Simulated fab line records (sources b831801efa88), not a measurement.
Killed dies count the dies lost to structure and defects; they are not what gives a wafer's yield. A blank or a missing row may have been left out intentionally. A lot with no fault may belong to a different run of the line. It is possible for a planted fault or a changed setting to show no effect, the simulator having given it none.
2 desks, one fault :: flow sky130 :: what lay behind the numbers comes last; until then each desk has only its own

FROM THE METROLOGY DESK
What the gauges read, lot by lot, whatever tool the lot ran on: means of the sampled wafers that have a number. If a lot's mean is further than 4 standard deviations from the usual mean, the lot is out of limits and carries the mark OUT (the distance appears in the brackets).
Columns: A = GATE_OXIDE_OXIDATION_00_THK at SKY_GATE_OXIDE_THK_MEAS_02, usual 10.34 nm; B = POLY_GATE_OVL at SKY_POLY_GATE_OVL_MEAS_14, usual 0 nm; C = cd_nm at SKY_SD_N_CD_MEAS_07, usual 379.8 nm
lot: L135
first seen here: day 12 14:04
A: 10.08
B: 10
C: 378.7

lot: L136
first seen here: day 12 20:44
A: 10.24
B: 1
C: 381.5

lot: L137
first seen here: day 13 06:54
A: 10.62
B: -2
C: 374.8

lot: L146
first seen here: day 16 14:31
A: 10.30
B: 5
C: 382.1

lot: L149
first seen here: day 17 11:51
A: 10.69
B: 3
C: 389.3

lot: L152
first seen here: day 18 19:16
A: 10.31
B: 2
C: 380.0

lot: L153
first seen here: day 19 00:22
A: 10.19
B: 3
C: 379.6

lot: L154
first seen here: day 19 09:37
A: 10.52
B: 1
C: 378.9

lot: L155
first seen here: day 19 17:28
A: 10.42
B: -3
C: 377.7

lot: L156
first seen here: day 20 10:42
A: 10.33
B: -5
C: 382.3

lot: L157
first seen here: day 20 10:43
A: 10.09
B: -2
C: 382.5

lot: L158
first seen here: day 20 23:59
A: 10.26
B: -1
C: 383.0
Result from this desk: across the 12 lots, nothing is out of limits.

AT THE TOOL OWNER'S DESK: litho_track-03
The tool's own readings at SKY_SD_N_DEVELOP_06 (develop time 60 s): means of the sampled wafers that have a number, for each lot that ran on this tool. If a lot's mean is further than 4 standard deviations from the usual mean, the lot is out of limits and carries the mark OUT (the distance appears in the brackets).
Columns: A = developer_temp_C at SKY_SD_N_DEVELOP_06, usual 23.01 C; B = exhaust_pa at SKY_SD_N_DEVELOP_06, usual 44.9 Pa
lot: L137
first seen here: day 28 18:15
A: 22.97
B: 44.6

lot: L146
first seen here: day 31 20:38
A: 22.98
B: 45.8

lot: L149
first seen here: day 32 20:15
A: 23.12
B: 44.5

lot: L158
first seen here: day 35 12:57
A: 22.95
B: 44.7
Result from this desk: across the 4 lots, nothing is out of limits.

TAKEN TOGETHER
The metrology desk saw nothing out of limits.
Nothing out of limits was seen by the tool owner's desk.

WHAT WAS PUT IN BY THE SIMULATOR
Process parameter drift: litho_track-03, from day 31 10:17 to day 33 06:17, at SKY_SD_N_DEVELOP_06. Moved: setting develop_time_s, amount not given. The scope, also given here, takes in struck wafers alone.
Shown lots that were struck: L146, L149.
